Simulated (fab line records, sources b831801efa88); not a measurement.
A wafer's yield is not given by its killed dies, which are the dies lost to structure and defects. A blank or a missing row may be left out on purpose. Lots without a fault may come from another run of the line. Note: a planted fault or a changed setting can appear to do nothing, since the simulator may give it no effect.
fab line records	flow sky130
[record] lots = 6	wafers = 18	last-day = 49
route steps=708 shown GATE_OXIDE@202 POLY_GATE@204 RES_PROTECT@206 LDD_N@237 PAD_OPEN@708
lots with no fault: from the same line, run without faults
start-h: hours from the record's first day to the start of the lot's first wafer shown	wait-h: time in hours since the lot's previous step	" same as the row above	L1.1+2: several wafers, shown together as one row	- either no value or no given start	* or withheld: withheld	< > ~ a bound
route shown NAME@n: a module of which the file shows steps, and the number in the route of the first	usual: mean and standard deviation over wafers with no fault	same: alike in all rows	chamber/n: place in a boat	sites: readings site by site	_std_site: the standard deviation of these	_edge_site: the outer-site mean with the inner-site mean subtracted	radius-mm: how far each site lies from the wafer's centre	mask NAME#n: copy n	behind: tool/chamber where the wafer was last shaped	hold: reason for holding the lot/hours on hold/outcome of the hold	device: whichever transistor did not switch (one of n, p or np)	end of line: tests run on the same wafers once the route is complete	a step without rows: its recipe alone	killed: the dies lost at the first sort to structure and to defects; this is not the yield of the wafer	map: per-die view of a wafer (x killed, . not killed, _ where there is no die)
set.NAME: setting as actually run; set.NAME@STEP: the setting as run at that earlier step	model.NAME: the simulator's own value behind a step, which no gauge read
certain route steps with their lots: each step a table, each wafer a row
services: from which hour (start-h, from the record's first day; less than 0 if before it) a tool's chamber was out of use, for how many hours, and why
[[steps]]
[step SKY_GATE_OXIDE_CLEAN_15]
[recipe] chemistry = SC1/SC2	mix = 1:4:20	temp-c = 70	time-s = 150	dry = n2-spin
[step SKY_GATE_OXIDE_OXIDATION_16]
[recipe] temp-c = 800	ambient = O2	idle-temp-c = 700	ramp-up-c-per-min = 10	ramp-down-c-per-min = 3	stabilise-s = 600	purge-s = 300	target-thk-a = 35.7	ox-time-s = 1915
[step SKY_POLY_GATE_CVD_00]
[recipe] material = poly-Si	target-thk-nm = 180	temp-c = 620	time-s = 720	pressure-mtorr = 205.4
[step SKY_POLY_GATE_THK_MEAS_01]
[recipe] reads = poly-Si_of_POLY_GATE_CVD_00
[usual] POLY_GATE_CVD_00_THK = 183.1/1.6
lot.wafer	tool	chamber	start-h	wait-h	POLY_GATE_CVD_00_THK[nm]
L814.1	film-metro-04	-	303.49	0.0	185.8
L814.3	"	-	"	"	186.2
L814.6	"	-	"	"	186.1
L818.4	film-metro-04	-	339.95	0.0	182.9
L818.5	"	-	"	"	183.0
L818.6	"	-	"	"	183.7
L824.2	film-metro-04	-	389.45	0.0	185.3
L824.5	"	-	"	"	185.6
L824.6	"	-	"	"	184.4
L828.1	film-metro-04	-	429.35	0.0	184.0
L828.2	"	-	"	"	184.2
L828.4	"	-	"	"	182.4
L829.2	film-metro-04	-	437.24	0.0	181.1
L829.3	"	-	"	"	182.0
L829.4	"	-	"	"	180.5
L832.2	film-metro-02	-	459.49	0.0	182.4
L832.3	"	-	"	"	182.1
L832.6	"	-	"	"	181.6
[step SKY_RES_PROTECT_DEHYDRATE_00]
[recipe] temp-c = 200	time-s = 60
[step SKY_RES_PROTECT_HMDS_01]
[recipe] prime-time-s = 60	prime-temp-c = 120
[step SKY_RES_PROTECT_COAT_02]
[recipe] resist = NOVOLAK	spin-rpm = 3000	resist-thk-nm = 1140
[step SKY_RES_PROTECT_SOFTBAKE_03]
[recipe] temp-c = 90	time-s = 60	resist = NOVOLAK
[step SKY_RES_PROTECT_EXPOSE_04]
[recipe] mask-id = RPM	na = 0.6	source-shape = conventional	sigma-outer = 0.6	polarization = unpolarized	target-cd-nm = 1270	dose-mj = 131
[step SKY_RES_PROTECT_PEB_05]
[recipe] temp-c = withheld	time-s = *	resist = NOVOLAK
[step SKY_RES_PROTECT_DEVELOP_06]
[recipe] resist = NOVOLAK	developer = TMAH	develop-time-s = 60	dev-temp-c = 23
[step SKY_POLY_GATE_IMPLANT_02]
[recipe] species = P	energy-kev = 30	dose-cm2 = 7.7e+15	tilt-deg = 0
[step SKY_RES_PROTECT_STRIP_07]
[recipe] chemistry = O2/N2	power-w = 1400	pressure-mtorr = 1500	platen-temp-c = withheld	o2-flow-sccm = 3000	n2-flow-sccm = 300	overash-fraction = 0.5
[usual] drypump-motor-current-A = 5.7/0.39	oes-product-au = 0.517/0.005	strip-time-to-endpoint-s = 23.30/0.04
[same] overash-fraction = 0.5
lot.wafer	tool	chamber	start-h	wait-h	drypump-motor-current-A	oes-product-au	rf-hours-counter-h	strip-time-to-endpoint-s
L814.1	plasma-asher-03	0	329.17	0.1	6.4	0.520	49	23.35
L814.3	"	1	"	"	5.3	0.518	-	23.37
L814.6	"	0	"	"	6.4	0.518	-	23.34
L818.4	plasma-asher-02	1	366.99	0.1	5.6	0.517	-	23.33
L818.5	"	0	"	"	5.4	0.525	-	23.33
L818.6	"	1	"	"	5.7	0.518	-	23.32
L824.2	plasma-asher-02	0	419.37	0.1	5.4	0.521	30	23.30
L824.5	"	1	"	"	5.7	0.513	-	23.30
L824.6	"	0	"	"	5.4	0.511	-	23.31
L828.1	plasma-asher-03	1	459.67	0.1	5.3	0.520	64	23.29
L828.2	"	0	"	"	6.4	0.521	64	23.24
L828.4	"	0	"	"	6.4	0.521	-	23.31
L829.2	plasma-asher-03	1	466.80	0.1	5.3	0.519	64	23.29
L829.3	"	0	"	"	6.4	0.519	-	23.25
L829.4	"	1	"	"	5.3	0.514	-	23.26
L832.2	plasma-asher-02	0	490.40	0.1	5.4	0.517	37	23.34
L832.3	"	0	"	"	5.4	0.519	-	23.32
L832.6	"	1	"	"	5.7	0.516	-	23.30
[step SKY_RES_PROTECT_TW_MEAS_08]
[usual] POLY_GATE_TW = 4022/31
lot.wafer	tool	chamber	start-h	wait-h	POLY_GATE_TW
L814.1	film-metro-04	-	329.27	0.1	3995
L814.3	"	-	"	"	3959
L814.6	"	-	"	"	3996
L818.4	film-metro-03	-	367.09	0.1	4018
L818.5	"	-	"	"	4047
L818.6	"	-	"	"	4020
L824.2	film-metro-04	-	419.48	0.1	3982
L824.5	"	-	"	"	4012
L824.6	"	-	"	"	3994
L828.1	film-metro-04	-	459.77	0.1	4028
L828.2	"	-	"	"	4018
L828.4	"	-	"	"	4021
L829.2	film-metro-03	-	466.91	0.1	4051
L829.3	"	-	"	"	4064
L829.4	"	-	"	"	4060
L832.2	film-metro-03	-	490.51	0.1	4089
L832.3	"	-	"	"	4046
L832.6	"	-	"	"	4074
[step SKY_RES_PROTECT_CLEAN_09]
[recipe] chemistry = SC1/SC2	mix = 1:4:20	temp-c = 70	time-s = 150	dry = n2-spin
[step SKY_POLY_GATE_CVD_03]
[recipe] material = Si3N4	precursor = DCS/NH3	target-thk-nm = 75	temp-c = 770	time-s = 1290	pressure-mtorr = 250
[step SKY_POLY_GATE_THK_MEAS_04]
[recipe] reads = Si3N4_of_POLY_GATE_CVD_03
[usual] POLY_GATE_CVD_03_THK = 75.1/0.8
lot.wafer	tool	chamber	start-h	wait-h	POLY_GATE_CVD_03_THK[nm]
L814.1	film-metro-04	-	330.74	0.0	75.6
L814.3	"	-	"	"	76.3
L814.6	"	-	"	"	76.2
L818.4	film-metro-04	-	368.55	0.0	74.5
L818.5	"	-	"	"	74.9
L818.6	"	-	"	"	74.9
L824.2	film-metro-02	-	422.75	0.0	76.4
L824.5	"	-	"	"	76.2
L824.6	"	-	"	"	76.2
L828.1	film-metro-01	-	463.85	0.0	74.3
L828.2	"	-	"	"	74.8
L828.4	"	-	"	"	74.8
L829.2	film-metro-04	-	468.39	0.0	75.3
L829.3	"	-	"	"	75.2
L829.4	"	-	"	"	75.9
L832.2	film-metro-01	-	491.98	0.0	75.4
L832.3	"	-	"	"	75.8
L832.6	"	-	"	"	75.1
[step SKY_POLY_GATE_DEHYDRATE_05]
[recipe] temp-c = 200	time-s = 60
[step SKY_POLY_GATE_HMDS_06]
[recipe] prime-time-s = 60	prime-temp-c = 120
[step SKY_POLY_GATE_COAT_07]
[recipe] resist = BARC	temp-c = withheld	time-s = withheld	spin-rpm = 3000	resist-thk-nm = 110
[step SKY_POLY_GATE_COAT_08]
[recipe] resist = KrF-thick	spin-rpm = 3000	resist-thk-nm = 450
[step SKY_POLY_GATE_SOFTBAKE_09]
[recipe] temp-c = 100	time-s = 90	resist = KrF-thick
[step SKY_POLY_GATE_EXPOSE_10]
[recipe] mask-id = P1M	na = 0.68	source-shape = conventional	sigma-outer = 0.6	target-cd-nm = 150	dose-mj = 28
[step SKY_POLY_GATE_PEB_11]
[recipe] peb-temp-c = withheld	peb-time-s = withheld	resist = KrF-thick
[step SKY_POLY_GATE_DEVELOP_12]
[recipe] develop-time-s = 60	resist = KrF-thick	dev-temp-c = 22.14
[step SKY_POLY_GATE_CD_MEAS_13]
[recipe] target-cd-nm = 150
[usual] cd-nm = 150.5/1.5
lot.wafer	tool	chamber	start-h	wait-h	cd-nm
L814.1	cd-sem-01	-	358.26	-	150.4
L814.3	"	-	"	"	150.3
L814.6	"	-	"	"	150.2
L818.4	cd-sem-01	-	397.98	-	152.5
L818.5	"	-	"	"	153.0
L818.6	"	-	"	"	152.4
L824.2	cd-sem-02	-	453.83	-	148.5
L824.5	"	-	"	"	148.8
L824.6	"	-	"	"	148.6
L828.1	cd-sem-01	-	495.32	-	148.9
L828.2	"	-	"	"	149.4
L828.4	"	-	"	"	149.0
L829.2	cd-sem-01	-	499.92	-	150.7
L829.3	"	-	"	"	150.0
L829.4	"	-	"	"	150.3
L832.2	cd-sem-02	-	522.57	-	149.1
L832.3	"	-	"	"	151.3
L832.6	"	-	"	"	151.9
[step SKY_POLY_GATE_OVL_MEAS_14]
[usual] POLY_GATE_OVL = 4/8
lot.wafer	tool	chamber	start-h	wait-h	POLY_GATE_OVL[nm]
L814.1	overlay-01	-	358.38	0.1	12
L814.3	"	-	"	"	13
L814.6	"	-	"	"	7
L818.4	overlay-01	-	398.06	0.1	6
L818.5	"	-	"	"	7
L818.6	"	-	"	"	2
L824.2	overlay-02	-	453.93	0.1	-4
L824.5	"	-	"	"	2
L824.6	"	-	"	"	6
L828.1	overlay-01	-	495.44	0.1	4
L828.2	"	-	"	"	4
L828.4	"	-	"	"	10
L829.2	overlay-02	-	500.03	0.1	-13
L829.3	"	-	"	"	-6
L829.4	"	-	"	"	-8
L832.2	overlay-01	-	522.68	0.1	4
L832.3	"	-	"	"	7
L832.6	"	-	"	"	9
[step SKY_POLY_GATE_ETCH_15]
[recipe] chemistry = N2/H2	target = BARC	ion-energy-ev = 200	source-w = 500	bias-w = 100	pressure-mtorr = 30	n2-flow-sccm = 100	h2-flow-sccm = 200	stop-on = SiO2	time-s = 118.5	target-depth-a = 1100
[usual] bias-w = 100.05/0.29	drypump-motor-current-A = 5.7/0.48	oes-product-au = 0.716/0.0048	throttle-valve-pct = 13.213/0.0087
lot.wafer	tool	chamber	start-h	wait-h	bias-w	drypump-motor-current-A	oes-product-au	rf-hours-counter-h	throttle-valve-pct
L814.1	rie-diel-03	1	358.41	0.0	100.43	5.9	0.719	84	13.214
L814.3	"	3	"	"	99.89	6.3	0.720	70	13.189
L814.6	"	1	"	"	99.99	5.8	0.707	-	13.208
L818.4	rie-diel-03	0	398.08	0.0	100.02	6.4	0.705	1	13.204
L818.5	"	3	"	"	99.67	6.4	0.721	-	13.219
L818.6	"	2	"	"	100.15	5.0	0.716	-	13.203
L824.2	rie-diel-04	3	453.96	0.0	99.76	5.6	0.717	28	13.204
L824.5	"	3	"	"	100.24	5.6	0.705	-	13.212
L824.6	"	0	"	"	100.21	5.1	0.713	-	13.219
L828.1	rie-diel-03	2	495.48	0.0	99.93	5.0	0.703	13	13.217
L828.2	"	1	"	"	99.92	5.9	0.714	87	13.212
L828.4	"	0	"	"	100.25	6.4	0.714	2	13.229
L829.2	rie-diel-02	0	500.06	0.0	100.13	5.5	0.716	65	13.215
L829.3	"	2	"	"	99.35	6.3	0.720	78	13.218
L829.4	"	2	"	"	99.97	6.3	0.724	-	13.212
L832.2	rie-diel-02	1	522.71	0.0	99.75	5.6	0.722	75	13.215
L832.3	"	0	"	"	99.81	5.5	0.730	66	13.209
L832.6	"	0	"	"	100.07	5.5	0.712	-	13.216
[step SKY_POLY_GATE_ETCH_16]
[recipe] stop-on = poly-Si	chemistry = CH3F/O2	target = Si3N4	source-w = 400	bias-w = 80	pressure-mtorr = 25	ch3f-flow-sccm = 40	O2_flow_sccm = 30	time-s = 147.5	target-depth-a = 750
[usual] bias-w = 80.02/0.24	ch3f-flow-sccm = 40.00/0.12	drypump-motor-current-A = 5.7/0.48	oes-product-au = 0.641/0.0053	throttle-valve-pct = 10.537/0.0088
lot.wafer	tool	chamber	start-h	wait-h	bias-w	ch3f-flow-sccm	drypump-motor-current-A	oes-product-au	rf-hours-counter-h	throttle-valve-pct
L814.1	rie-diel-03	1	358.49	0.0	80.05	39.89	5.9	0.647	84	10.538
L814.3	"	3	"	"	79.98	40.11	6.3	0.643	70	10.539
L814.6	"	1	"	"	80.11	40.13	5.9	0.642	-	10.527
L818.4	rie-diel-03	0	398.16	0.0	79.83	40.08	6.4	0.645	1	10.535
L818.5	"	3	"	"	80.15	39.94	6.4	0.633	-	10.544
L818.6	"	2	"	"	80.09	40.00	5.0	0.638	-	10.550
L824.2	rie-diel-04	3	454.04	0.0	80.04	40.11	5.6	0.654	28	10.538
L824.5	"	3	"	"	80.37	40.07	5.6	0.639	-	10.535
L824.6	"	0	"	"	80.07	40.10	5.2	0.644	-	10.539
L828.1	rie-diel-03	2	495.56	0.0	79.99	40.13	5.0	0.639	13	10.538
L828.2	"	1	"	"	80.00	40.09	5.9	0.640	87	10.528
L828.4	"	0	"	"	80.00	39.94	6.4	0.639	2	10.534
L829.2	rie-diel-02	0	500.14	0.0	80.16	40.12	5.5	0.647	65	10.532
L829.3	"	2	"	"	80.33	39.87	6.2	0.643	78	10.529
L829.4	"	2	"	"	80.50	40.06	6.2	0.646	-	10.559
L832.2	rie-diel-02	1	522.79	0.0	79.80	39.90	5.6	0.634	75	10.554
L832.3	"	0	"	"	80.05	39.98	5.5	0.645	66	10.526
L832.6	"	0	"	"	80.12	40.11	5.5	0.648	-	10.533
[step SKY_POLY_GATE_ETCH_17]
[recipe] target-depth-nm = 180	stop-on = SiO2	over-etch-frac = 0.56667	chemistry = HBr/Cl2	target = poly-Si	icp-w = 400	bias-w = 100	pressure-mtorr = 10	HBr_flow_sccm = 150	Cl2_flow_sccm = 50	time-s = 70.5
[usual] bias-w = 100.06/0.28	drypump-motor-current-A = 5.7/0.55	oes-product-au = 0.990/0.0065	throttle-valve-pct = 33.684/0.0084
lot.wafer	tool	chamber	start-h	wait-h	bias-w	drypump-motor-current-A	oes-product-au	rf-hours-counter-h	throttle-valve-pct
L814.1	rie-si-01	2	358.59	0.0	100.14	5.7	0.997	1	33.694
L814.3	"	3	"	"	100.05	6.0	1.001	2	33.688
L814.6	"	1	"	"	99.50	5.7	1.005	-	33.687
L818.4	rie-si-02	1	398.26	0.0	99.75	4.9	0.984	5	33.685
L818.5	"	3	"	"	100.57	6.4	0.990	-	33.698
L818.6	"	0	"	"	99.94	6.7	0.991	-	33.686
L824.2	rie-si-01	3	454.14	0.0	100.16	6.0	0.987	3	33.694
L824.5	"	3	"	"	99.97	6.0	0.992	-	33.690
L824.6	"	2	"	"	99.83	5.6	0.984	-	33.681
L828.1	rie-si-02	3	495.66	0.0	100.24	6.4	0.990	48	33.690
L828.2	"	0	"	"	100.15	6.7	0.998	2	33.665
L828.4	"	2	"	"	99.68	4.7	0.981	34	33.705
L829.2	rie-si-01	3	500.24	0.0	100.25	6.0	0.996	3	33.669
L829.3	"	1	"	"	99.72	5.7	0.985	1	33.674
L829.4	"	0	"	"	99.45	5.7	0.988	7	33.691
L832.2	rie-si-02	2	522.89	0.0	100.05	4.8	0.978	34	33.694
L832.3	"	1	"	"	100.05	4.9	0.986	6	33.688
L832.6	"	3	"	"	100.06	6.4	0.991	-	33.688
[step SKY_POLY_GATE_STRIP_18]
[recipe] chemistry = O2/N2	power-w = 1400	pressure-mtorr = 1500	platen-temp-c = withheld	o2-flow-sccm = 3000	n2-flow-sccm = 300	overash-fraction = 0.5
[usual] drypump-motor-current-A = 5.9/0.42	oes-product-au = 0.361/0.0048	strip-time-to-endpoint-s = 3.172/0.026
[same] overash-fraction = 0.5
lot.wafer	tool	chamber	start-h	wait-h	drypump-motor-current-A	oes-product-au	rf-hours-counter-h	strip-time-to-endpoint-s
L814.1	plasma-asher-02	1	358.65	0.0	5.6	0.357	23	3.171
L814.3	"	0	"	"	5.4	0.357	-	3.156
L814.6	"	0	"	"	5.4	0.354	-	3.134
L818.4	plasma-asher-04	1	398.35	0.1	6.5	0.364	-	3.151
L818.5	"	0	"	"	6.4	0.353	-	3.199
L818.6	"	1	"	"	6.5	0.360	-	3.158
L824.2	plasma-asher-02	1	454.20	0.0	5.7	0.357	34	3.181
L824.5	"	0	"	"	5.4	0.364	-	3.165
L824.6	"	1	"	"	5.7	0.362	-	3.149
L828.1	plasma-asher-01	1	495.71	0.0	5.9	0.358	7	3.170
L828.2	"	0	"	"	5.8	0.370	7	3.190
L828.4	"	0	"	"	5.8	0.362	-	3.162
L829.2	plasma-asher-02	1	500.30	0.0	5.7	0.359	38	3.160
L829.3	"	0	"	"	5.4	0.358	-	3.158
L829.4	"	1	"	"	5.7	0.366	-	3.149
L832.2	plasma-asher-02	0	522.95	0.0	5.4	0.363	41	3.182
L832.3	"	1	"	"	5.7	0.361	-	3.177
L832.6	"	1	"	"	5.7	0.355	-	3.153
[step SKY_POLY_GATE_CLEAN_19]
[recipe] chemistry = SC1/SC2	mix = 1:4:20	temp-c = 70	time-s = 150	dry = n2-spin
[step SKY_POLY_GATE_OXIDATION_20]
[recipe] temp-c = 850	ambient = O2	stabilise-s = 600	purge-s = 300	target-thk-a = 40	ox-time-s = 899
[step SKY_POLY_GATE_THK_MEAS_21]
[recipe] reads = SiO2_of_POLY_GATE_OXIDATION_20
[usual] POLY_GATE_OXIDATION_THK = 3.99/0.072
lot.wafer	tool	chamber	start-h	wait-h	POLY_GATE_OXIDATION_THK[nm]
L814.1	film-metro-01	-	362.04	0.0	3.92
L814.3	"	-	"	"	3.95
L814.6	"	-	"	"	4.00
L818.4	film-metro-02	-	400.65	0.0	4.02
L818.5	"	-	"	"	4.06
L818.6	"	-	"	"	4.11
L824.2	film-metro-02	-	455.61	0.0	3.95
L824.5	"	-	"	"	3.96
L824.6	"	-	"	"	3.89
L828.1	film-metro-04	-	497.11	0.0	3.94
L828.2	"	-	"	"	3.99
L828.4	"	-	"	"	3.98
L829.2	film-metro-02	-	501.71	0.0	3.96
L829.3	"	-	"	"	3.99
L829.4	"	-	"	"	4.00
L832.2	film-metro-02	-	526.81	0.0	4.17
L832.3	"	-	"	"	4.10
L832.6	"	-	"	"	4.13
[step SKY_POLY_GATE_CD_MEAS_22]
[usual] cd-nm = 150.4/1.8
lot.wafer	tool	chamber	start-h	wait-h	cd-nm
L814.1	cd-sem-01	-	362.10	0.1	150.6
L814.3	"	-	"	"	150.8
L814.6	"	-	"	"	149.4
L818.4	cd-sem-01	-	400.77	0.1	151.4
L818.5	"	-	"	"	152.2
L818.6	"	-	"	"	152.8
L824.2	cd-sem-02	-	455.69	0.1	149.4
L824.5	"	-	"	"	149.5
L824.6	"	-	"	"	150.1
L828.1	cd-sem-01	-	497.17	0.1	148.8
L828.2	"	-	"	"	151.2
L828.4	"	-	"	"	147.9
L829.2	cd-sem-01	-	501.80	0.1	150.0
L829.3	"	-	"	"	149.4
L829.4	"	-	"	"	149.1
L832.2	cd-sem-01	-	526.89	0.1	146.6
L832.3	"	-	"	"	150.7
L832.6	"	-	"	"	151.1
[step SKY_LDD_N_DEHYDRATE_00]
[recipe] temp-c = 200	time-s = 60
[step SKY_LDD_N_HMDS_01]
[recipe] prime-time-s = 60	prime-temp-c = 120
[step SKY_LDD_N_COAT_02]
[recipe] resist = NOVOLAK	spin-rpm = 3000	resist-thk-nm = 300
[step SKY_LDD_N_SOFTBAKE_03]
[recipe] temp-c = 90	time-s = 60	resist = NOVOLAK
[step SKY_LDD_N_EXPOSE_04]
[recipe] mask-id = NTM	target-cd-nm = 840	na = 0.6	source-shape = conventional	sigma-outer = 0.6	dose-mj = 110
[step SKY_LDD_N_PEB_05]
[recipe] temp-c = withheld	time-s = *	resist = NOVOLAK
[step SKY_LDD_N_DEVELOP_06]
[recipe] develop-time-s = 60	dev-temp-c = 23
[step SKY_PAD_OPEN_PROBE_99]
[usual] killed_at_M0_to_M3 = 43/6.5	killed_at_M4_up = 3.2/1.8	killed-at-contacts = 24/5	killed-at-front-end = 15/4.1	killed-at-other = 0.3/0.54	killed-dies = 85/9.3	killed-open = 47/7.2	killed-short = 39/5.9
[same] gross-dies = 492	killed-at-back-side = 0
lot.wafer	tool	chamber	start-h	wait-h	killed_at_M0_to_M3	killed_at_M4_up	killed-at-contacts	killed-at-front-end	killed-at-other	killed-dies	killed-open	killed-short
L829.2	prober-02	-	1157.66	0.1	29	2	21	7	63	122	31	28
L829.3	prober-02	-	1157.71	0.2	36	2	29	17	56	140	50	34
L829.4	prober-02	-	1157.76	0.2	36	3	15	14	64	132	34	34
L828.1	prober-01	-	1159.11	0.1	45	2	22	13	60	142	48	34
L828.2	prober-01	-	1159.16	0.1	44	3	25	11	60	143	48	35
L828.4	prober-01	-	1159.26	0.2	32	5	36	15	59	147	58	30
// killed by level:class
L829.2 RES_PROTECT:unspecified=63 VIA1:geometric-particle:open=8 CONTACT:geometric-particle:open=8 LI_CONTACT:geometric-particle:open=6 VIA1:geometric-particle:short=4 METAL1:geometric-particle:short=4 VIA2:geometric-particle:open=4 LI_CONTACT:geometric-particle:short=3
L829.3 RES_PROTECT:unspecified=56 CONTACT:geometric-particle:open=10 LI_CONTACT:geometric-particle:open=9 VIA1:geometric-particle:open=9 FIELD_ISO:geometric-particle:open=7 VIA3:geometric-particle:short=5 METAL2:geometric-particle:short=5 FIELD_ISO:geometric-particle:short=4
L829.4 RES_PROTECT:unspecified=64 VIA3:geometric-particle:open=5 CONTACT:geometric-particle:open=5 VIA1:geometric-particle:open=5 VIA2:geometric-particle:open=5 FIELD_ISO:geometric-particle:open=4 POLY_GATE:geometric-particle:short=4 METAL1:geometric-particle:short=4
L828.1 RES_PROTECT:unspecified=60 VIA1:geometric-particle:open=20 CONTACT:geometric-particle:open=8 LI_CONTACT:geometric-particle:open=8 FIELD_ISO:geometric-particle:short=5 VIA2:geometric-particle:short=5 FIELD_ISO:geometric-particle:open=4 METAL1:geometric-particle:short=4
L828.2 RES_PROTECT:unspecified=60 VIA2:geometric-particle:open=14 LI_CONTACT:geometric-particle:open=10 VIA1:geometric-particle:open=7 CONTACT:geometric-particle:open=5 METAL2:geometric-particle:short=5 VIA3:geometric-particle:open=5 FIELD_ISO:geometric-particle:short=4
L828.4 RES_PROTECT:unspecified=59 CONTACT:geometric-particle:open=18 VIA1:geometric-particle:open=9 VIA2:geometric-particle:open=8 LI_CONTACT:geometric-particle:open=7 FIELD_ISO:geometric-particle:open=5 POLY_GATE:geometric-particle:open=5 LOCAL_INTERCONNECT:geometric-particle:short=5
// map L828.4 (x killed, . not)
__________x........._________
________......xx......_______
______x.xx............x._____
_____......x........x..xx____
____.xxx.x..........x.xx.x___
___xx...xx.x.x...x.....xx.x__
__.xxxx.x.......x.........x._
_.xxxxxxxxxx.x.....x.........
_xxxxxxxxxx............x...x.
_xxxxxxxxxx.........x........
_..xxxxxxx...x....x.......x.x
_.xxxxxxxxx..x.........x...xx
_.xxxxxxxx....x.........x.xx.
_..xxx...x.xx.....x....x.....
_x.x....x..x.xx.x.........x..
__.........x........x..x...._
___....x..x...xx..x........__
____.....x...xx.x.......x.___
_____....x..x.......x.x..____
______xx..x.x..........._____
________...x.........._______
__________.......xx._________
// map L829.3 (x killed, . not)
__________....x...x._________
________..x.xx...x...._______
______.xx..xx.......x..._____
_____........x..x.......x____
____....x....x.....x......___
___x.x..x.......x...x...x..__
__xx.xxxxx.................x_
_xxxxxxxxxx..........x.......
_.xxxxxxxxx......xx........xx
_xxxxxxxxxx.x.....x..........
_xxxxxxxxxx..x...............
_..xxxxxxx.x.x.......x....x..
_..xxxxx.x.........xx.x.x.x..
_.x.x..xx.x......x.x......x.x
_......xx..x...x....x...xxx..
__x............x.x...x......_
___....xx....x...x.........__
____.x.x..x...x...........___
_____...xx.x........x....____
______..........xx......_____
________.........x..x._______
__________.x..x...x._________
[[services]]
tool	chamber	start-h	hours	kind
plasma-asher-01	-	307.09	7.8	repair
rie-si-01	0	308.29	1.3	repair
plasma-asher-03	-	317.45	8.4	repair
rie-diel-02	3	328.25	5.5	repair
plasma-asher-02	-	328.44	4.4	repair
rie-diel-04	0	386.27	4.2	repair
rie-si-02	-	387.54	0.6	repair
rie-diel-02	-	392.18	2.8	pm
rie-si-01	0	403.31	1.2	repair
rie-diel-04	1	406.07	5.0	repair
rie-diel-04	2	414.05	8.8	repair
rie-diel-04	0	417.19	3.3	repair
plasma-asher-02	-	446.53	1.2	repair
rie-diel-02	0	454.96	6.2	repair
rie-diel-02	-	465.49	1.5	repair
rie-diel-04	2	465.96	5.6	repair
rie-diel-04	-	473.99	0.8	repair
rie-diel-02	1	481.17	26.9	repair
rie-diel-02	3	488.55	4.4	repair
rie-diel-03	1	496.46	3.1	repair
rie-diel-03	2	517.88	1.3	repair
rie-diel-04	-	519.12	4.3	pm
rie-si-01	-	519.46	0.3	repair
plasma-asher-03	-	519.73	14.6	pm
[[key]]
[first-sign] step = SKY_PAD_OPEN_PROBE_99	reading = killed-at-other	direction = up	sigmas = 60	usual = 0.3	struck = 60.3
[effect] step = SKY_PAD_OPEN_PROBE_99	reading = killed-dies	direction = up	sigmas = 5.6	usual = 85	struck = 138
met-at SKY_RES_PROTECT_STRIP_07
struck-wafers L828.1,L828.2,L828.4,L829.2,L829.3,L829.4
tester-left-out L828,L829
onset-between 329.17 459.67
[fault] kind = chamber-particle-source	tool = plasma-asher-03	chamber = -	onset-h = 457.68	steps = SKY_RES_PROTECT_STRIP_07	rate-per-visit-cm2 = 1.3279	end-h = 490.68
// tester-left-out: of these lots the tester's yield and bins aren't shown, on N5 and GAA mostly nor the transistor test; their killed dies are dies lost to structure and defects alone, not to doping, threshold or leakage, so they don't give the yield
